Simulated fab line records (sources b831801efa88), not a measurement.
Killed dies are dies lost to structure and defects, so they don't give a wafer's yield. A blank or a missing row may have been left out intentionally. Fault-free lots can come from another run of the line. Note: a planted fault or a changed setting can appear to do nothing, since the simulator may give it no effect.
Problem report, 8D (eight disciplines) form, completed by code -- flow gf180mcu -- the parts of the form that need people (team, actions taken, sign-off) are left out

== 1. WHAT IS WRONG ==
Mean of spike_tc_upper_C at GF_HV_LDD_CVD_56: 731.0 C across 6 wafers in 2 lots; on wafers with no fault it is 769.8 C (standard deviation 1.3). That is -30 standard deviations from the usual mean.
The step: deposits Si3N4 from DCS/NH3, target thk 90 nm, time 1543 s.
Seen first at day 18 17:44 on lpcvd-02, wafer L873.3. At this step, 18 wafers from 6 lots have a number in the record. Rule for "out", or "out of limits": more than 4 standard deviations from the usual mean. All remaining wafers that have a number are taken as sound.

== 2. WHAT IT IS, WHAT IT ISN'T ==
question,is,is not
which readings at this step,"spike_tc_upper_C, zone_power_upper_pct",zone_power_bottom_pct
which lots,"L873, L874","L854, L858, L859, L867"
which wafers of those lots,all that have a number,-
read on which tools,lpcvd-02,lpcvd-01
when,from day 18 17:44,up to then (12 sound wafers)

== 3. SUSPECTS, AND WHAT RULES EACH OUT ==
Counting: any tool at a process step up to the reading is kept as a suspect provided that every lot that is out went through it and no sound lot did after the first of them.
- rtp_anneal-01 at GF_HV_LDD_RTA_52 (time 10 s): kept. It processed each lot that is out, first L873 at day 18 16:29, and no sound lot thereafter; up to then, the last sound lot it processed was L867 at day 16 17:38.
- lpcvd-02 at GF_HV_LDD_CVD_56 (deposits Si3N4 from DCS/NH3, target thk 90 nm, time 1543 s): kept. It processed each lot that is out, first L873 at day 18 17:44, and no sound lot thereafter; up to then, the last sound lot it processed was L859 at day 13 19:56. On those wafers its own readings are out: spike_tc_upper_C, zone_power_upper_pct.
Left after counting: rtp_anneal-01 at GF_HV_LDD_RTA_52, lpcvd-02 at GF_HV_LDD_CVD_56.

== 4. THE CAUSE (what the simulator had put in) ==
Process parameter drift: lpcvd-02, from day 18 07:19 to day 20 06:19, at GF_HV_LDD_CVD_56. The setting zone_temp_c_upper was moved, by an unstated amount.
2 suspects survive the count, and this tool is in that group.

== 5. THE CHAIN OF EFFECTS, in route order ==
One row per reading whose mean, taken over the struck wafers that have a number, lies over 3 standard deviations from the usual. Readings are gone through only where the record gives a usual standard deviation; hours: the median, over the lots, of the time from a lot's start at the first step in this table giving one to that lot's start at this step; sigmas: the change measured in usual standard deviations.
hours,step,reading,usual,on struck wafers,change,sigmas
0,GF_HV_LDD_CVD_56,spike_tc_centre_C,770.5 C,775.5,+5.0,+3.8
0,GF_HV_LDD_CVD_56,spike_tc_upper_C,769.8 C,731.0,-38.8,-30
0,GF_HV_LDD_CVD_56,zone_power_centre_pct,13.0 %,19.2,+6.2,+3.9
0,GF_HV_LDD_CVD_56,zone_power_top_pct,23.8 %,29.2,+5.4,+3.4
0,GF_HV_LDD_CVD_56,zone_power_upper_pct,12.8 %,1.7,-11.1,-13
Here are the process steps it includes:
- GF_HV_LDD_CVD_56: deposits Si3N4 from DCS/NH3, target thk 90 nm, time 1543 s.
Later steps that measure or inspect, where all struck wafers having a row at the step show a number for every such reading and not one has moved that far: GF_HV_LDD_THK_MEAS_57.

== 6. WHAT WOULD HAVE CAUGHT IT SOONER ==
The fault began at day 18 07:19; the first out-of-limits reading in this record came at day 18 17:44, 10 hours later.
